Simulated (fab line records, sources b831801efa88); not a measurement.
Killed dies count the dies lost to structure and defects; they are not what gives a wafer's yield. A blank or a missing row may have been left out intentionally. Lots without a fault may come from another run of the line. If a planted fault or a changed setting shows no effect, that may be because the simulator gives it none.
fab line records + flow sky130
[record]
- lots = 6
- wafers = 18
- last-day = 50
route steps=708 shown SD_N@352 SD_P@359 RES_XHIGH@360 SALICIDE@361 LI_CONTACT@362 PAD_OPEN@708
lots that met no fault: taken from a fault-free run of the same line
start-h: hours from the record's opening day to when the first of the lot's shown wafers began + wait-h: hours from the lot's prior step to this one + " unchanged from the row above + L1.1+2: a row that stands for several wafers + - no value, or no start given + * or withheld: withheld + < > ~ a bound
route shown NAME@n: NAME is a module with steps in the file, n the number in the route of the first one + usual: mean/standard deviation of fault-free wafers + same: alike in all rows + chamber/n: place in a boat + sites: readings site by site + _std_site: the values' standard deviation + _edge_site: the outer-site mean with the inner-site mean subtracted + radius-mm: for every site, how far away it sits from the centre of the wafer + mask NAME#n: copy n + behind: the last tool/chamber to shape the wafer + hold: why the lot went on hold/how many hours it stayed there/how the hold came to an end + device: names the non-switching transistor (n, p or np) + end of line: the tests these same wafers got at the end of their route + a step given without rows: its recipe and nothing more + killed: count of dies lost to structure and defects at first sort (not the wafer's yield) + map: shows each die of a wafer: x if killed, . if not, _ if none is there
set.NAME: the setting the step ran with; set.NAME@STEP: the setting that earlier step ran with + model.NAME: the simulator's own value behind a step, which no gauge read
a table for each step, a row for each wafer; lots at some steps of the route
services: a tool's chamber out of use, with start hour (start-h, from the record's first day; less than 0 if before it), hours out, and reason
[[steps]]
[step SKY_SD_N_IMPLANT_10]
[recipe]
- species = P
- energy-kev = 20
- dose-cm2 = 1e+14
- tilt-deg = 0
[step SKY_SD_N_STRIP_11]
[recipe]
- chemistry = O2/N2
- power-w = 1400
- pressure-mtorr = 1500
- platen-temp-c = withheld
- o2-flow-sccm = 3000
- n2-flow-sccm = 300
- overash-fraction = 0.5
[usual]
- drypump-motor-current-A = 5.31/0.21
- oes-product-au = 0.527/0.0046
- strip-time-to-endpoint-s = 22.56/0.045
| lot.wafer | tool            | chamber | start-h | wait-h | drypump-motor-current-A | oes-product-au | rf-hours-counter-h | strip-time-to-endpoint-s |
|-----------|-----------------|---------|---------|--------|-------------------------|----------------|--------------------|--------------------------|
| L424.2    | plasma-asher-04 | 1       | 653.49  | 0.1    | 4.94                    | 0.525          | 83                 | 22.54                    |
| L424.3    | "               | 0       | "       | "      | 5.44                    | 0.522          | -                  | 22.52                    |
| L424.6    | "               | 0       | "       | "      | 5.46                    | 0.523          | -                  | 22.52                    |
| L426.2    | plasma-asher-04 | 1       | 675.33  | 0.1    | 4.96                    | 0.524          | 85                 | 22.58                    |
| L426.3    | "               | 0       | "       | "      | 5.44                    | 0.527          | -                  | 22.56                    |
| L426.5    | "               | 0       | "       | "      | 5.46                    | 0.521          | -                  | 22.55                    |
| L427.1    | plasma-asher-04 | 1       | 680.39  | 0.1    | 4.92                    | 0.528          | 86                 | 22.57                    |
| L427.4    | "               | 1       | "       | "      | 4.95                    | 0.528          | -                  | 22.53                    |
| L427.6    | "               | 1       | "       | "      | 4.96                    | 0.533          | -                  | 22.58                    |
| L442.1    | plasma-asher-03 | 0       | 796.46  | 0.1    | 5.35                    | 0.525          | 35                 | 22.54                    |
| L442.5    | "               | 1       | "       | "      | 5.56                    | 0.525          | -                  | 22.51                    |
| L442.6    | "               | 0       | "       | "      | 5.35                    | 0.531          | -                  | 22.58                    |
| L444.2    | plasma-asher-02 | 1       | 812.39  | 0.1    | 5.39                    | 0.529          | 7                  | 22.58                    |
| L444.3    | "               | 0       | "       | "      | 5.30                    | 0.526          | -                  | 22.59                    |
| L444.6    | "               | 1       | "       | "      | 5.38                    | 0.534          | -                  | 22.57                    |
| L445.1    | plasma-asher-04 | 0       | 818.58  | 0.1    | 5.47                    | 0.524          | 99                 | 22.51                    |
| L445.3    | "               | 0       | "       | "      | 5.47                    | 0.526          | -                  | 22.49                    |
| L445.4    | "               | 1       | "       | "      | 4.97                    | 0.527          | -                  | 22.52                    |
[step SKY_SD_N_TW_MEAS_12]
[usual]
- SD_N_TW = 3964/18
| lot.wafer | tool          | chamber | start-h | wait-h | SD_N_TW |
|-----------|---------------|---------|---------|--------|---------|
| L424.2    | film-metro-03 | -       | 653.60  | 0.1    | 3962    |
| L424.3    | "             | -       | "       | "      | 3964    |
| L424.6    | "             | -       | "       | "      | 3963    |
| L426.2    | film-metro-04 | -       | 675.44  | 0.1    | 3940    |
| L426.3    | "             | -       | "       | "      | 3951    |
| L426.5    | "             | -       | "       | "      | 3942    |
| L427.1    | film-metro-01 | -       | 680.49  | 0.1    | 3958    |
| L427.4    | "             | -       | "       | "      | 3963    |
| L427.6    | "             | -       | "       | "      | 3964    |
| L442.1    | film-metro-03 | -       | 796.57  | 0.1    | 3970    |
| L442.5    | "             | -       | "       | "      | 3977    |
| L442.6    | "             | -       | "       | "      | 4004    |
| L444.2    | film-metro-01 | -       | 812.50  | 0.1    | 3951    |
| L444.3    | "             | -       | "       | "      | 3925    |
| L444.6    | "             | -       | "       | "      | 3970    |
| L445.1    | film-metro-03 | -       | 818.68  | 0.1    | 3987    |
| L445.3    | "             | -       | "       | "      | 3969    |
| L445.4    | "             | -       | "       | "      | 3945    |
[step SKY_SD_N_CLEAN_13]
[recipe]
- chemistry = SC1/SC2
- mix = 1:4:20
- temp-c = 70
- time-s = 150
- dry = n2-spin
[step SKY_SD_N_RTA_14]
[recipe]
- temp-c = 1075
- time-s = 2
- idle-temp-c = 650
- ramp-up-c-per-s = 150
- ramp-down-c-per-s = 90
- ambient = N2
[usual]
- lamp-power-pct = 15.74/0.053
- wafer_temp_C_max = 1078.0/1.3
| lot.wafer | tool          | chamber | start-h | wait-h | lamp-power-pct | wafer_temp_C_max |
|-----------|---------------|---------|---------|--------|----------------|------------------|
| L424.2    | rtp-anneal-01 | 0       | 653.72  | 0.0    | 15.75          | 1075.4           |
| L424.3    | "             | 0       | "       | "      | 15.73          | 1077.4           |
| L424.6    | "             | 0       | "       | "      | 15.72          | 1078.8           |
| L426.2    | rtp-anneal-01 | 0       | 675.55  | 0.0    | 15.66          | 1079.6           |
| L426.3    | "             | 0       | "       | "      | 15.70          | 1077.5           |
| L426.5    | "             | 0       | "       | "      | 15.74          | 1076.8           |
| L427.1    | rtp-anneal-02 | 0       | 680.60  | 0.0    | 15.76          | 1078.2           |
| L427.4    | "             | 0       | "       | "      | 15.83          | 1077.5           |
| L427.6    | "             | 0       | "       | "      | 15.82          | 1077.8           |
| L442.1    | rtp-anneal-01 | 0       | 796.68  | 0.0    | 15.74          | 1076.1           |
| L442.5    | "             | 0       | "       | "      | 15.72          | 1081.6           |
| L442.6    | "             | 0       | "       | "      | 15.73          | 1077.3           |
| L444.2    | rtp-anneal-01 | 0       | 812.61  | 0.0    | 15.79          | 1078.4           |
| L444.3    | "             | 0       | "       | "      | 15.74          | 1078.8           |
| L444.6    | "             | 0       | "       | "      | 15.73          | 1077.4           |
| L445.1    | rtp-anneal-02 | 0       | 818.79  | 0.0    | 15.66          | 1079.2           |
| L445.3    | "             | 0       | "       | "      | 15.72          | 1080.5           |
| L445.4    | "             | 0       | "       | "      | 15.79          | 1077.4           |
[step SKY_SD_N_RS_MEAS_16]
[recipe]
- thk-meas-gauge = four-point-probe
[usual]
- SD_N_RS = 68.48/0.098
| lot.wafer | tool          | chamber | start-h | wait-h | SD_N_RS[ohm/sq] |
|-----------|---------------|---------|---------|--------|-----------------|
| L424.2    | film-metro-01 | -       | 653.90  | 0.1    | 68.41           |
| L424.3    | "             | -       | "       | "      | 68.42           |
| L424.6    | "             | -       | "       | "      | 68.27           |
| L426.2    | film-metro-03 | -       | 675.74  | 0.1    | 68.41           |
| L426.3    | "             | -       | "       | "      | 68.44           |
| L426.5    | "             | -       | "       | "      | 68.52           |
| L427.1    | film-metro-01 | -       | 680.77  | 0.1    | 68.54           |
| L427.4    | "             | -       | "       | "      | 68.44           |
| L427.6    | "             | -       | "       | "      | 68.52           |
| L442.1    | film-metro-04 | -       | 796.86  | 0.1    | 68.43           |
| L442.5    | "             | -       | "       | "      | 68.52           |
| L442.6    | "             | -       | "       | "      | 68.65           |
| L444.2    | film-metro-04 | -       | 812.79  | 0.1    | 68.52           |
| L444.3    | "             | -       | "       | "      | 68.56           |
| L444.6    | "             | -       | "       | "      | 68.64           |
| L445.1    | film-metro-01 | -       | 818.96  | 0.1    | 68.50           |
| L445.3    | "             | -       | "       | "      | 68.47           |
| L445.4    | "             | -       | "       | "      | 68.52           |
[step SKY_SD_N_RS_MEAS_17]
[recipe]
- thk-meas-gauge = four-point-probe
[usual]
- SD_P_RS = 146.9/0.34
| lot.wafer | tool          | chamber | start-h | wait-h | SD_P_RS[ohm/sq] |
|-----------|---------------|---------|---------|--------|-----------------|
| L424.2    | film-metro-01 | -       | 654.02  | 0.1    | 146.7           |
| L424.3    | "             | -       | "       | "      | 146.3           |
| L424.6    | "             | -       | "       | "      | 146.1           |
| L426.2    | film-metro-03 | -       | 675.86  | 0.1    | 147.3           |
| L426.3    | "             | -       | "       | "      | 146.6           |
| L426.5    | "             | -       | "       | "      | 147.2           |
| L427.1    | film-metro-01 | -       | 680.89  | 0.1    | 146.9           |
| L427.4    | "             | -       | "       | "      | 147.0           |
| L427.6    | "             | -       | "       | "      | 147.1           |
| L442.1    | film-metro-04 | -       | 796.98  | 0.1    | 147.3           |
| L442.5    | "             | -       | "       | "      | 146.5           |
| L442.6    | "             | -       | "       | "      | 147.0           |
| L444.2    | film-metro-04 | -       | 812.91  | 0.1    | 147.3           |
| L444.3    | "             | -       | "       | "      | 147.5           |
| L444.6    | "             | -       | "       | "      | 147.4           |
| L445.1    | film-metro-01 | -       | 819.08  | 0.1    | 147.2           |
| L445.3    | "             | -       | "       | "      | 147.1           |
| L445.4    | "             | -       | "       | "      | 147.4           |
[step SKY_SD_N_RS_MEAS_18]
[recipe]
- thk-meas-gauge = four-point-probe
[usual]
- RES_XHIGH_RS = 333.4/1.1
| lot.wafer | tool          | chamber | start-h | wait-h | RES_XHIGH_RS[ohm/sq] |
|-----------|---------------|---------|---------|--------|----------------------|
| L424.2    | film-metro-01 | -       | 654.14  | 0.1    | 333.0                |
| L424.3    | "             | -       | "       | "      | 333.0                |
| L424.6    | "             | -       | "       | "      | 331.7                |
| L426.2    | film-metro-03 | -       | 675.98  | 0.1    | 331.9                |
| L426.3    | "             | -       | "       | "      | 331.5                |
| L426.5    | "             | -       | "       | "      | 332.4                |
| L427.1    | film-metro-01 | -       | 681.01  | 0.1    | 332.8                |
| L427.4    | "             | -       | "       | "      | 333.4                |
| L427.6    | "             | -       | "       | "      | 335.0                |
| L442.1    | film-metro-04 | -       | 797.10  | 0.1    | 333.8                |
| L442.5    | "             | -       | "       | "      | 334.0                |
| L442.6    | "             | -       | "       | "      | 332.6                |
| L444.2    | film-metro-04 | -       | 813.03  | 0.1    | 332.3                |
| L444.3    | "             | -       | "       | "      | 333.0                |
| L444.6    | "             | -       | "       | "      | 332.7                |
| L445.1    | film-metro-01 | -       | 819.20  | 0.1    | 334.4                |
| L445.3    | "             | -       | "       | "      | 333.2                |
| L445.4    | "             | -       | "       | "      | 333.9                |
[step SKY_SALICIDE_CLEAN_00]
[recipe]
- chemistry = HF-last
- time-s = 30
- dilution = 100:1
- dry = ipa-marangoni
[step SKY_LI_CONTACT_HDPCVD_00]
[recipe]
- material = PSG
- target-thk-nm = 930
- sigma-open-frac = 0.3
- time-s = 155
- temp-c = 600
- sih4-flow-sccm = 60
- pressure-mtorr = 6
[step SKY_LI_CONTACT_THK_MEAS_01]
[recipe]
- reads = PSG_of_LI_CONTACT_HDPCVD_00
[usual]
- LI_CONTACT_HDPCVD_THK = 925/7.8
| lot.wafer | tool          | chamber | start-h | wait-h | LI_CONTACT_HDPCVD_THK[nm] |
|-----------|---------------|---------|---------|--------|---------------------------|
| L424.2    | film-metro-03 | -       | 654.42  | 0.1    | 919                       |
| L424.3    | "             | -       | "       | "      | 901                       |
| L424.6    | "             | -       | "       | "      | 916                       |
| L426.2    | film-metro-01 | -       | 676.21  | 0.1    | 927                       |
| L426.3    | "             | -       | "       | "      | 934                       |
| L426.5    | "             | -       | "       | "      | 923                       |
| L427.1    | film-metro-01 | -       | 681.25  | 0.1    | 918                       |
| L427.4    | "             | -       | "       | "      | 915                       |
| L427.6    | "             | -       | "       | "      | 927                       |
| L442.1    | film-metro-04 | -       | 797.34  | 0.1    | 931                       |
| L442.5    | "             | -       | "       | "      | 933                       |
| L442.6    | "             | -       | "       | "      | 925                       |
| L444.2    | film-metro-01 | -       | 813.26  | 0.1    | 920                       |
| L444.3    | "             | -       | "       | "      | 923                       |
| L444.6    | "             | -       | "       | "      | 921                       |
| L445.1    | film-metro-03 | -       | 819.44  | 0.1    | 928                       |
| L445.3    | "             | -       | "       | "      | 925                       |
| L445.4    | "             | -       | "       | "      | 919                       |
[step SKY_LI_CONTACT_CMP_02]
[recipe]
- material = PSG
- down-force-psi = 4
- platen-rpm = 60
- pad-velocity-m-s = 0.94248
[usual]
- edge-zone-pressure-frac = 1.000/0.005
- head-pressure-psi = 4.000/0.0087
- motor-current-A = 12.2/0.94
- time-to-endpoint-s = 32.6/2.4
| lot.wafer | tool   | chamber | start-h | wait-h | edge-zone-pressure-frac | head-pressure-psi | motor-current-A | time-to-endpoint-s | model.PSG_of_LI_CONTACT_HDPCVD_00.thk-nm |
|-----------|--------|---------|---------|--------|-------------------------|-------------------|-----------------|--------------------|------------------------------------------|
| L424.2    | cmp-01 | 2       | 654.47  | 0.0    | 0.995                   | 3.993             | 10.8            | 35.9               | 598.2                                    |
| L424.3    | "      | 1       | "       | "      | 0.999                   | 4.006             | 13.2            | 31.4               | 596.5                                    |
| L424.6    | "      | 3       | "       | "      | 0.997                   | 3.994             | 12.6            | 33.2               | 597.3                                    |
| L426.3    | cmp-02 | 1       | 676.31  | 0.1    | -                       | -                 | -               | -                  | 934.5                                    |
| L426.2    | "      | 2       | "       | "      | -                       | -                 | -               | -                  | 926.5                                    |
| L426.5    | "      | 0       | "       | "      | -                       | -                 | -               | -                  | 923.8                                    |
| L427.1    | cmp-01 | 2       | 681.31  | 0.1    | -                       | -                 | -               | -                  | 918.6                                    |
| L427.4    | "      | 1       | "       | "      | -                       | -                 | -               | -                  | 914.1                                    |
| L427.6    | "      | 2       | "       | "      | -                       | -                 | -               | -                  | 926.6                                    |
| L442.1    | cmp-02 | 2       | 797.45  | 0.1    | 1.000                   | 3.989             | 13.0            | 34.5               | 596.6                                    |
| L442.6    | "      | 1       | "       | "      | 1.006                   | 3.993             | 12.6            | 31.3               | 596.9                                    |
| L442.5    | "      | 2       | "       | "      | 1.001                   | 3.990             | 13.1            | 31.4               | 597.5                                    |
| L444.2    | cmp-01 | 2       | 813.31  | 0.0    | 0.999                   | 4.001             | 11.3            | 35.2               | 598.1                                    |
| L444.3    | "      | 1       | "       | "      | 0.999                   | 4.018             | 13.0            | 32.7               | 598.2                                    |
| L444.6    | "      | 2       | "       | "      | 1.003                   | 4.010             | 10.7            | 36.0               | 597.9                                    |
| L445.1    | cmp-02 | 2       | 819.50  | 0.1    | 1.000                   | 3.996             | 12.9            | 31.7               | 597.7                                    |
| L445.4    | "      | 3       | "       | "      | 1.002                   | 4.008             | 12.5            | 30.2               | 598.2                                    |
| L445.3    | "      | 1       | "       | "      | 1.001                   | 3.988             | 12.9            | 32.2               | 598.5                                    |
[step SKY_LI_CONTACT_BOW_MEAS_03]
[recipe]
- mode = bow
[usual]
- LI_CONTACT_BOW = 55/6.3
| lot.wafer | tool          | chamber | start-h | wait-h | hold                     | LI_CONTACT_BOW[um] |
|-----------|---------------|---------|---------|--------|--------------------------|--------------------|
| L424.2    | film-metro-01 | -       | 654.79  | 0.3    | -                        | 43                 |
| L424.3    | "             | -       | "       | "      | -                        | 34                 |
| L424.6    | "             | -       | "       | "      | -                        | 50                 |
| L426.2    | film-metro-01 | -       | 676.58  | 0.2    | await-dispo/0.2h/release | 62                 |
| L426.3    | "             | -       | "       | "      | await-dispo/0.2h/release | 74                 |
| L426.5    | "             | -       | "       | "      | await-dispo/0.2h/release | 75                 |
| L426.2    | film-metro-01 | -       | 676.86  | 0.3    | -                        | -                  |
| L426.3    | "             | -       | "       | "      | -                        | -                  |
| L426.5    | "             | -       | "       | "      | -                        | -                  |
| L427.1    | film-metro-04 | -       | 681.61  | 0.2    | await-dispo/0.2h/release | 77                 |
| L427.4    | "             | -       | "       | "      | await-dispo/0.2h/release | 76                 |
| L427.6    | "             | -       | "       | "      | await-dispo/0.2h/release | 78                 |
| L427.1    | film-metro-04 | -       | 681.90  | 0.3    | -                        | -                  |
| L427.4    | "             | -       | "       | "      | -                        | -                  |
| L427.6    | "             | -       | "       | "      | -                        | -                  |
| L442.1    | film-metro-01 | -       | 797.70  | 0.2    | -                        | 46                 |
| L442.5    | "             | -       | "       | "      | -                        | 56                 |
| L442.6    | "             | -       | "       | "      | -                        | 60                 |
| L444.2    | film-metro-01 | -       | 813.63  | 0.3    | -                        | 64                 |
| L444.3    | "             | -       | "       | "      | -                        | 62                 |
| L444.6    | "             | -       | "       | "      | -                        | 51                 |
| L445.1    | film-metro-04 | -       | 819.80  | 0.2    | -                        | 59                 |
| L445.3    | "             | -       | "       | "      | -                        | 52                 |
| L445.4    | "             | -       | "       | "      | -                        | 61                 |
[step SKY_PAD_OPEN_PROBE_99]
[usual]
- defect-limited-yield = 82.7/2.1
- killed_at_M0_to_M3 = 43/7.2
- killed_at_M4_up = 3.0/1.7
- killed-at-contacts = 24/5.3
- killed-at-front-end = 15/4.6
- killed-at-other = 0.3/0.5
- killed-dies = 85/10
- killed-on-rim = 17/3.8
- killed-open = 46/7.2
- killed-short = 39/6.4
- sort_bin_3_pad_short = 0.9/0.42
- sort_bin_5_function = 10.2/1.6
- sort_bin_6_memory = 6.2/1
- sort-n-pass = 407/10
- sort-yield-pct = 82.7/2.1
[same]
- gross-dies = 492
- killed-at-back-side = 0
- sort_bin_4_leakage[%] = 0
- sort_bin_8_speed[%] = 0
| lot.wafer | tool      | chamber | start-h | wait-h | defect-limited-yield[%] | killed_at_M0_to_M3 | killed_at_M4_up | killed-at-contacts | killed-at-front-end | killed-at-other | killed-dies | killed-on-rim | killed-open | killed-short | sort_bin_3_pad_short[%] | sort_bin_5_function[%] | sort_bin_6_memory[%] | sort-n-pass | sort-yield-pct[%] |
|-----------|-----------|---------|---------|--------|-------------------------|--------------------|-----------------|--------------------|---------------------|-----------------|-------------|---------------|-------------|--------------|-------------------------|------------------------|----------------------|-------------|-------------------|
| L424.2    | prober-01 | -       | 1083.80 | 0.1    | 83.5                    | 39                 | 6               | 26                 | 9                   | 1               | 81          | 13            | 39          | 42           | 0.4                     | 9.8                    | 6.3                  | 411         | 83.5              |
| L424.3    | prober-01 | -       | 1083.85 | 0.2    | 85.0                    | 39                 | 2               | 21                 | 12                  | 0               | 74          | 10            | 40          | 34           | 0.2                     | 9.6                    | 5.3                  | 418         | 85.0              |
| L424.6    | prober-01 | -       | 1084.00 | 0.2    | 82.7                    | 52                 | 1               | 21                 | 11                  | 0               | 85          | 12            | 48          | 37           | 1.0                     | 9.1                    | 7.1                  | 407         | 82.7              |
| L442.1    | prober-01 | -       | 1183.50 | 0.1    | 84.3                    | 42                 | 4               | 18                 | 13                  | 0               | 77          | 13            | 42          | 35           | 0.8                     | 8.7                    | 6.1                  | 415         | 84.3              |
| L442.5    | prober-01 | -       | 1183.70 | 0.2    | 84.1                    | 45                 | 3               | 21                 | 9                   | 0               | 78          | 14            | 42          | 36           | 0.4                     | 11.0                   | 4.5                  | 414         | 84.1              |
| L442.6    | prober-01 | -       | 1183.75 | 0.2    | 82.3                    | 39                 | 1               | 32                 | 15                  | 0               | 87          | 18            | 47          | 40           | 1.2                     | 9.8                    | 6.7                  | 405         | 82.3              |
| L444.2    | prober-01 | -       | 1191.40 | 0.1    | 78.3                    | 54                 | 3               | 30                 | 20                  | 0               | 107         | 16            | 70          | 37           | 1.2                     | 12.2                   | 8.3                  | 385         | 78.3              |
| L444.3    | prober-01 | -       | 1191.45 | 0.2    | 77.4                    | 55                 | 4               | 22                 | 30                  | 0               | 111         | 19            | 58          | 53           | 1.0                     | 14.0                   | 7.5                  | 381         | 77.4              |
| L444.6    | prober-01 | -       | 1191.60 | 0.2    | 82.5                    | 42                 | 5               | 21                 | 17                  | 1               | 86          | 20            | 55          | 31           | 0.2                     | 10.2                   | 7.1                  | 406         | 82.5              |
// killed by level:class
L424.2 METAL4:geometric-particle:short=6 CONTACT:geometric-particle:open=6 VIA1:geometric-particle:open=6 VIA2:geometric-particle:open=6 LI_CONTACT:geometric-particle:open=5 LI_CONTACT:geometric-particle:short=5 METAL1:geometric-particle:short=5 VIA3:geometric-particle:open=5
L424.3 VIA3:geometric-particle:open=8 VIA2:geometric-particle:open=6 LI_CONTACT:geometric-particle:open=5 VIA1:geometric-particle:open=5 METAL1:geometric-particle:short=5 VIA3:geometric-particle:short=5 LOCAL_INTERCONNECT:geometric-particle:short=4 CONTACT:geometric-particle:open=4
L424.6 VIA2:geometric-particle:open=10 VIA3:geometric-particle:open=9 VIA1:geometric-particle:open=9 METAL1:geometric-particle:short=7 METAL2:geometric-particle:short=5 CONTACT:geometric-particle:open=5 CONTACT:geometric-particle:short=5 LI_CONTACT:geometric-particle:open=4
L442.1 VIA1:geometric-particle:open=10 VIA3:geometric-particle:open=8 VIA2:geometric-particle:open=6 FIELD_ISO:geometric-particle:open=5 CONTACT:geometric-particle:open=5 LOCAL_INTERCONNECT:geometric-particle:short=4 LI_CONTACT:geometric-particle:open=4 METAL3:geometric-particle:short=4
L442.5 VIA1:geometric-particle:open=9 METAL2:geometric-particle:short=7 CONTACT:geometric-particle:open=6 VIA3:geometric-particle:open=6 LI_CONTACT:geometric-particle:open=5 METAL1:geometric-particle:short=5 VIA2:geometric-particle:short=5 FIELD_ISO:geometric-particle:open=4
L442.6 VIA1:geometric-particle:open=12 LI_CONTACT:geometric-particle:open=10 CONTACT:geometric-particle:open=9 VIA1:geometric-particle:short=6 FIELD_ISO:geometric-particle:short=6 VIA2:geometric-particle:open=6 LOCAL_INTERCONNECT:geometric-particle:short=5 LI_CONTACT:geometric-particle:short=4
L444.2 CONTACT:geometric-particle:open=15 VIA1:geometric-particle:open=14 VIA2:geometric-particle:open=12 METAL1:geometric-particle:short=7 VIA1:geometric-particle:short=7 VIA3:geometric-particle:open=7 FIELD_ISO:geometric-particle:open=5 POLY_GATE:geometric-particle:open=5
L444.3 VIA1:geometric-particle:open=19 FIELD_ISO:geometric-particle:short=13 VIA1:geometric-particle:short=9 CONTACT:geometric-particle:open=9 VIA3:geometric-particle:open=9 FIELD_ISO:geometric-particle:open=8 POLY_GATE:geometric-particle:short=4 LI_CONTACT:geometric-particle:open=4
L444.6 VIA1:geometric-particle:open=13 VIA2:geometric-particle:open=11 LI_CONTACT:geometric-particle:open=8 FIELD_ISO:geometric-particle:open=6 CONTACT:geometric-particle:open=6 VIA3:geometric-particle:open=4 METAL4:geometric-particle:short=4 FIELD_ISO:geometric-particle:short=3
[[services]]
| tool            | chamber | start-h | hours | kind                           |
|-----------------|---------|---------|-------|--------------------------------|
| plasma-asher-02 | -       | 640.70  | 0.9   | repair                         |
| rtp-anneal-01   | -       | 642.51  | 0.9   | pm                             |
| rtp-anneal-01   | -       | 699.64  | 3.3   | pm                             |
| plasma-asher-02 | -       | 707.89  | 0.5   | repair                         |
| cmp-01          | -       | 711.67  | 1.1   | repair                         |
| plasma-asher-02 | -       | 733.75  | 9.0   | pm                             |
| plasma-asher-02 | 0       | 733.75  | 9.0   | vent-cycle                     |
| plasma-asher-02 | 1       | 733.75  | 9.0   | vent-cycle                     |
| plasma-asher-04 | -       | 738.87  | 0.8   | repair                         |
| plasma-asher-02 | 0       | 742.75  | -     | clean                          |
| plasma-asher-02 | 1       | 742.75  | -     | clean                          |
| cmp-02          | -       | 744.11  | 4.0   | pm                             |
| cmp-02          | -       | 748.11  | -     | consumable-replace:conditioner |
| cmp-02          | -       | 748.11  | -     | consumable-replace:pad         |
| cmp-02          | -       | 752.00  | 2.2   | repair                         |
| plasma-asher-04 | -       | 757.03  | 9.0   | repair                         |
| cmp-01          | -       | 765.61  | 1.4   | repair                         |
| cmp-02          | -       | 776.94  | 2.9   | repair                         |
| plasma-asher-03 | -       | 783.51  | 2.8   | pm                             |
[[key]]
[first-sign]
- step = SKY_LI_CONTACT_CMP_02
- reading = tool-record
- direction = missing
[effect]
- step = SKY_LI_CONTACT_BOW_MEAS_03
- reading = visit
- direction = added
[model-effect]
- step = SKY_LI_CONTACT_CMP_02
- value = PSG_of_LI_CONTACT_HDPCVD_00.thk-nm
- without = 597.6
- struck = 924
met-at SKY_LI_CONTACT_CMP_02
struck-wafers L426.2,L426.3,L426.5,L427.1,L427.4,L427.6
scrapped-behind SKY_LI_CONTACT_BOW_MEAS_03 L426.2,L426.3,L426.5,L427.1,L427.4,L427.6
onset-between 654.47 676.31
[fault]
- kind = skipped-step-whole
- tool = cmp-01,cmp-02
- chamber = -
- onset-h = 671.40
- steps = SKY_LI_CONTACT_CMP_02
- scope = struck-lots-only
